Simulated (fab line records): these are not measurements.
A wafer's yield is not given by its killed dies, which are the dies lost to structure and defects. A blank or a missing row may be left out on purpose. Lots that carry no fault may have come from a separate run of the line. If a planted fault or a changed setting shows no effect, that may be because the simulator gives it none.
A lot that was struck, set against a sound lot ; flow sky130 ; 43 out of 708 route steps
Sound: these wafers, L578.1, L578.2, L578.5. Struck: wafers L585.4, L585.5. (L585.6 of the same lot was not struck and is left out.) The cause comes at the end.
Per side, at each step with rows, come the tool, then ch with its chambers, and then its first start. Under that, the readings that differ: sound wafers ; struck wafers ; difference of the means ; sigmas: that difference in standard deviations of wafers without a fault.
alike: readings with means less than 2 such deviations apart, plus words and numbers identical on both sides. not compared: withheld readings, readings lacking a value on some wafer, bounds such as >300 that could conceal the same value, and numbers that have no deviation in the record and whose values overlap.
Wherever a step has rows on one side only, a row that says differs or no value, or a row with sigmas, the two part there. Numbers that have no deviation but don't overlap get no sigmas and don't part them. A reading missing from all wafers of one side parts the sides only when that side holds two or more wafers.

SKY_VT_ADJUST_LVTN_OVL_MEAS_07:
  sound: overlay-01 at day 7 09:38; struck: overlay-01 at day 8 21:56
  alike: VT_ADJUST_LVTN_OVL
after that, 1 step had no rows for these wafers: SKY_VT_ADJUST_LVTN_IMPLANT_08.
SKY_VT_ADJUST_LVTN_STRIP_09: strips in O2/N2.
  sound on plasma-asher-03 ch 0,1, day 7 09:49; struck on plasma-asher-03 ch 1, day 8 22:08
  alike: drypump-motor-current-A, n2-flow-sccm, oes-product-au, strip-time-to-endpoint-s
  not compared: rf-hours-counter-h
SKY_VT_ADJUST_LVTN_TW_MEAS_10:
  sound: film-metro-03 at day 7 09:55; struck: film-metro-03 at day 8 22:14
  alike: VT_ADJUST_LVTN_TW
then, 7 steps without rows for these wafers: SKY_VT_ADJUST_LVTN_DEHYDRATE_11 (time 60 s); SKY_VT_ADJUST_LVTN_HMDS_12 (prime time 60 s); SKY_VT_ADJUST_LVTN_COAT_13 (resist thk 1140 nm); SKY_VT_ADJUST_LVTN_SOFTBAKE_14 (time 60 s); SKY_VT_ADJUST_LVTN_EXPOSE_15 (exposes mask HVN STD DERIVED, target cd 600 nm); SKY_VT_ADJUST_LVTN_PEB_16; SKY_VT_ADJUST_LVTN_DEVELOP_17 (develop time 60 s).
SKY_VT_ADJUST_LVTN_OVL_MEAS_18:
  sound: overlay-01 at day 8 05:53; struck: overlay-02 at day 9 19:28
  alike: VT_ADJUST_LVTN_01_OVL
SKY_VT_ADJUST_LVTN_IMPLANT_19:
  sound on implanter-01 ch 0, day 8 05:56; struck on implanter-03 ch 0, day 9 19:33
  alike: faraday-current-uA
SKY_VT_ADJUST_LVTN_STRIP_20: strips in O2/N2.
  sound on plasma-asher-01 ch 0,1, day 8 06:05; struck on plasma-asher-01 ch 0,1, day 9 19:40
  alike: drypump-motor-current-A, n2-flow-sccm, oes-product-au, strip-time-to-endpoint-s
  not compared: rf-hours-counter-h
SKY_VT_ADJUST_LVTN_TW_MEAS_21:
  sound: film-metro-01 at day 8 06:11; struck: film-metro-02 at day 9 19:46
reading;sound;struck;difference;sigmas
VT_ADJUST_LVTN_2_TW;188.8 189.0 189.0;184.5 184.1;-4.6;-3
then, 7 steps without rows for these wafers: SKY_VT_ADJUST_NCORE_DEHYDRATE_00 (time 60 s); SKY_VT_ADJUST_NCORE_HMDS_01 (prime time 60 s); SKY_VT_ADJUST_NCORE_COAT_02 (resist thk 1140 nm); SKY_VT_ADJUST_NCORE_SOFTBAKE_03 (time 60 s); SKY_VT_ADJUST_NCORE_EXPOSE_04 (exposes mask LVTN COMPLEMENT THIN, target cd 380 nm); SKY_VT_ADJUST_NCORE_PEB_05; SKY_VT_ADJUST_NCORE_DEVELOP_06 (develop time 60 s).
SKY_VT_ADJUST_NCORE_CD_MEAS_07: target cd 380 nm.
  sound: cd-sem-02 at day 9 03:07; struck: cd-sem-01 at day 10 18:51
  alike: cd-nm
SKY_VT_ADJUST_NCORE_OVL_MEAS_08:
  sound: overlay-01 at day 9 03:14; struck: overlay-01 at day 10 18:56
reading;sound;struck;difference;sigmas
VT_ADJUST_NCORE_OVL (nm);-1.8 -1.5 -3.0;0.7 -0.4;+2.2;+2
after that, 1 step had no rows for these wafers: SKY_VT_ADJUST_NCORE_IMPLANT_09.
SKY_VT_ADJUST_NCORE_STRIP_10: strips in O2/N2.
  sound on plasma-asher-04 ch 0,1, day 9 03:25; struck on plasma-asher-01 ch 0,1, day 10 19:08
  alike: drypump-motor-current-A, n2-flow-sccm, oes-product-au, strip-time-to-endpoint-s
  not compared: rf-hours-counter-h
SKY_VT_ADJUST_NCORE_TW_MEAS_11:
  sound: film-metro-02 at day 9 03:31; struck: film-metro-01 at day 10 19:14
reading;sound;struck;difference;sigmas
VT_ADJUST_NCORE_TW;218.1 217.2 217.2;219.6 221.9;+3.2;+2
then, 7 steps without rows for these wafers: SKY_VT_ADJUST_HVTR_DEHYDRATE_00 (time 60 s); SKY_VT_ADJUST_HVTR_HMDS_01 (prime time 60 s); SKY_VT_ADJUST_HVTR_COAT_02 (resist thk 1140 nm); SKY_VT_ADJUST_HVTR_SOFTBAKE_03 (time 60 s); SKY_VT_ADJUST_HVTR_EXPOSE_04 (exposes mask HVTRM, target cd 380 nm); SKY_VT_ADJUST_HVTR_PEB_05; SKY_VT_ADJUST_HVTR_DEVELOP_06 (develop time 60 s).
SKY_VT_ADJUST_HVTR_CD_MEAS_07: target cd 380 nm.
  sound: cd-sem-01 at day 10 00:51; struck: cd-sem-02 at day 11 18:31
  alike: cd-nm
SKY_VT_ADJUST_HVTR_OVL_MEAS_08:
  sound: overlay-01 at day 10 00:58; struck: overlay-02 at day 11 18:35
  alike: VT_ADJUST_HVTR_OVL
after that, 1 step had no rows for these wafers: SKY_VT_ADJUST_HVTR_IMPLANT_09.
SKY_VT_ADJUST_HVTR_STRIP_10: strips in O2/N2.
  sound on plasma-asher-03 ch 0,1, day 10 01:09; struck on plasma-asher-03 ch 0, day 11 18:47
  alike: drypump-motor-current-A, n2-flow-sccm, oes-product-au, strip-time-to-endpoint-s
  not compared: rf-hours-counter-h
SKY_VT_ADJUST_HVTR_TW_MEAS_11:
  sound: film-metro-03 at day 10 01:15; struck: film-metro-02 at day 11 18:53
reading;sound;struck;difference;sigmas
VT_ADJUST_HVTR_TW;212.4 212.0 212.5;208.0 208.5;-4.1;-3
then, 3 steps without rows for these wafers: SKY_VT_ADJUST_PCH_DEHYDRATE_00 (time 60 s); SKY_VT_ADJUST_PCH_HMDS_01 (prime time 60 s); SKY_VT_ADJUST_PCH_COAT_02 (resist thk 3000 nm).
-- record jumps: 36 days separate the struck wafers' starts on either side; left off in module VT_ADJUST_PCH, taken up again in module PAD_OPEN, whose first shown step is the route's number 708 --
SKY_PAD_OPEN_PROBE_99:
  sound: prober-02 at day 46 08:50; struck: prober-02 at day 47 23:34
reading;sound;struck;difference;sigmas
model.etest.nfet-g5v0d10v5.vt-v-range;0.01227 0.01336 0.01204;0.03046 0.02254;+0.01394;
  alike: killed_at_M0_to_M3, killed_at_M4_up, killed-at-contacts, killed-at-front-end, killed-at-other, killed-dies, killed-open, killed-short

== WHERE THEY PART ==
Earliest at SKY_VT_ADJUST_LVTN_TW_MEAS_21; latest, in this record, at SKY_VT_ADJUST_HVTR_TW_MEAS_11. Later steps at which nothing parts them and some readings are alike: SKY_PAD_OPEN_PROBE_99.

WHY: whatever the simulator had introduced
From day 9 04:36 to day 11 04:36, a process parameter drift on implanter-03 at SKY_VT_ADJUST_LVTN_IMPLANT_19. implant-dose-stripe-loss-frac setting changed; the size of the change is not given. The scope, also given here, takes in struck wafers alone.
